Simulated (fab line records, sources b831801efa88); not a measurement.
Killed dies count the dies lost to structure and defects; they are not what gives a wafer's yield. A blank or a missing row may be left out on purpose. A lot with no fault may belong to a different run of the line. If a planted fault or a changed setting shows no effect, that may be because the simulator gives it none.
A struck lot beside a sound one + flow sky130 + 43 steps out of a route of 708
Sound: wafers L478.3, L478.4, L478.6. Wafers L489.4, L489.5, L489.6 were the ones struck. At the end, the cause is stated.
Each step with rows lists, per side, the tool, then ch with its chambers, then its first start. Under that, the readings that differ: sound wafers + struck wafers + difference of the means + sigmas: that difference in standard deviations of wafers without a fault.
alike: readings whose means differ by less than 2 such deviations, and words and numbers that are the same on both sides. not compared: withheld readings, readings that some wafer has no value for, bounds like >300 that may hide the same value, and numbers for which the record gives no deviation and whose values overlap.
The two part at a step that has a row with sigmas, a row that says differs or no value, or rows on one side only. When numbers do not overlap yet have no deviation, they are printed without sigmas and do not part them. A reading that every wafer of one side lacks parts them only if that side has two wafers or more.

SKY_VIA4_THK_MEAS_01:
  struck on film_metro-03, day 46 18:35; sound on film_metro-01, day 45 10:32
  alike: VIA4_HDPCVD_THK
SKY_VIA4_CMP_02: polishes SiO2.
  sound on cmp-02 ch 0,1,3, day 45 10:34; struck on cmp-02 ch 1,2, day 46 19:17
  alike: motor_current_A
SKY_VIA4_BOW_MEAS_03:
  struck on film_metro-01, day 46 19:40; sound on film_metro-02, day 45 10:55
  alike: VIA4_BOW
then, 7 steps without rows for these wafers: SKY_VIA4_DEHYDRATE_04 (time 60 s); SKY_VIA4_HMDS_05 (prime time 60 s); SKY_VIA4_COAT_06 (resist thk 1140 nm); SKY_VIA4_SOFTBAKE_07 (time 60 s); SKY_VIA4_EXPOSE_08 (exposes mask VIM4, target cd 800 nm); SKY_VIA4_PEB_09; SKY_VIA4_DEVELOP_10 (develop time 60 s).
SKY_VIA4_OVL_MEAS_11:
  struck on overlay-02, day 47 14:28; sound on overlay-02, day 46 06:57
  alike: VIA4_OVL
then, 1 step without rows for these wafers: SKY_VIA4_ETCH_12 (etches SiO2 in C4F8/O2/Ar, stops on TiN, target depth 580 nm).
SKY_VIA4_STRIP_13: strips in O2/N2.
  sound on plasma_asher-02 ch 0,1, day 46 07:05; struck on plasma_asher-01 ch 0,1, day 47 14:35
  alike: drypump_motor_current_A, oes_product_au, strip_time_to_endpoint_s
  not compared: rf_hours_counter_h
then, 5 steps without rows for these wafers: SKY_VIA4_STRIP_14 (strips in post etch residue remover, time 1200 s); SKY_VIA4_CLEAN_15 (cleans in IPA, time 180 s); SKY_VIA4_CLEAN_16 (cleans in O3/DIW); SKY_VIA4_SPUTTER_17 (material TiN, target thk 20 nm, time 80 s); SKY_VIA4_CVD_18 (deposits W, target thk 505 nm, time 152.14 s).
SKY_VIA4_RS_MEAS_19: uses a four-point probe to measure.
  struck on film_metro-01, day 47 15:25; sound on film_metro-03, day 46 07:55
  alike: VIA4_W_RS
SKY_VIA4_THK_MEAS_20: measures by xrf.
  struck on film_metro-01, day 47 15:30; sound on film_metro-03, day 46 08:01
  alike: VIA4_W_THK
SKY_VIA4_CMP_21: polishes, stops on SiO2, t overpolish 25 s, target thk 0 nm.
  sound on cmp-02 ch 0,1,2, day 46 08:04; struck on cmp-02 ch 0,3, day 47 15:32
  alike: motor_current_A, overpolish_run_s, time_to_endpoint_s
SKY_METAL5_SPUTTER_00: material Ti, target thk 15 nm, time 10 s.
  struck on pvd_sputter-04, day 47 15:50; sound on pvd_sputter-02, day 46 08:22
  alike: throttle_valve_pct
then, 4 steps without rows for these wafers: SKY_METAL5_SPUTTER_01 (material TiN, target thk 20 nm, time 16.7 s); SKY_METAL5_SPUTTER_02 (material AlCu, target thk 1150 nm, time 61.2 s); SKY_METAL5_SPUTTER_03 (material Ti, target thk 5 nm, time 3.3 s); SKY_METAL5_SPUTTER_04 (material TiN, target thk 70 nm, time 58.3 s).
SKY_METAL5_RS_MEAS_05: uses a four-point probe to measure.
  struck on film_metro-02, day 47 16:04; sound on film_metro-02, day 46 08:34
  alike: METAL5_ALCU_RS
SKY_METAL5_THK_MEAS_06: measures by xrf.
  struck on film_metro-02, day 47 16:09; sound on film_metro-02, day 46 08:40
  alike: METAL5_ALCU_THK
then, 7 steps without rows for these wafers: SKY_METAL5_DEHYDRATE_07 (time 60 s); SKY_METAL5_HMDS_08 (prime time 60 s); SKY_METAL5_COAT_09 (resist thk 1800 nm); SKY_METAL5_SOFTBAKE_10 (time 60 s); SKY_METAL5_EXPOSE_11 (exposes mask MM5, target cd 1600 nm); SKY_METAL5_PEB_12; SKY_METAL5_DEVELOP_13 (develop time 60 s).
SKY_METAL5_DESCUM_14: chemistry O2, time 11 s.
  sound on rie_metal-02 ch 0,1, day 47 03:46; struck on rie_metal-04 ch 0, day 48 12:33
  alike: drypump_motor_current_A, oes_product_au, temp_c
  not compared: rf_hours_counter_h
then, 5 steps without rows for these wafers: SKY_METAL5_METAL_ETCH_15 (etches the open film in Cl2/BCl3, stops on SiO2, target depth 1260 nm, time 252 s); SKY_METAL5_STRIP_16 (strips in O2/N2); SKY_METAL5_STRIP_17 (strips in post etch residue remover, time 1200 s); SKY_METAL5_CLEAN_18 (cleans in IPA, time 180 s); SKY_METAL5_CLEAN_19 (cleans in O3/DIW).
SKY_PASSIVATION_CVD_00: deposits SiO2, target thk 90 nm.
  sound on pecvd-04 ch 0,2, day 47 04:37; struck on pecvd-04 ch 0,1,2, day 48 13:50
  alike: heater_power_w
SKY_PAD_OPEN_PROBE_99:
  struck on prober-02, day 50 03:03; sound on prober-02, day 48 22:36
| reading                               | sound                | struck           | difference | sigmas |
|---------------------------------------|----------------------|------------------|------------|--------|
| killed_at_M4_up                       | 6 4 2                | 25 49 16         | +26        | +12    |
| model.etest.tester.sort_bin_3_pct (%) | 0.4065 0.4065 0.4065 | 1.423 2.033 1.22 | +1.152     |        |
  alike: defect_limited_yield, killed_at_M0_to_M3, killed_at_contacts, killed_at_front_end, killed_at_other, killed_dies, killed_open, killed_short
  not compared: model.etest.tester.sort_n_pass, model.etest.tester.sort_yield_pct, model.etest.tester.sort_bin_5_pct

## WHERE THEY PART
Within this record, at SKY_PAD_OPEN_PROBE_99 only.

WHY: what had been put in by the simulator
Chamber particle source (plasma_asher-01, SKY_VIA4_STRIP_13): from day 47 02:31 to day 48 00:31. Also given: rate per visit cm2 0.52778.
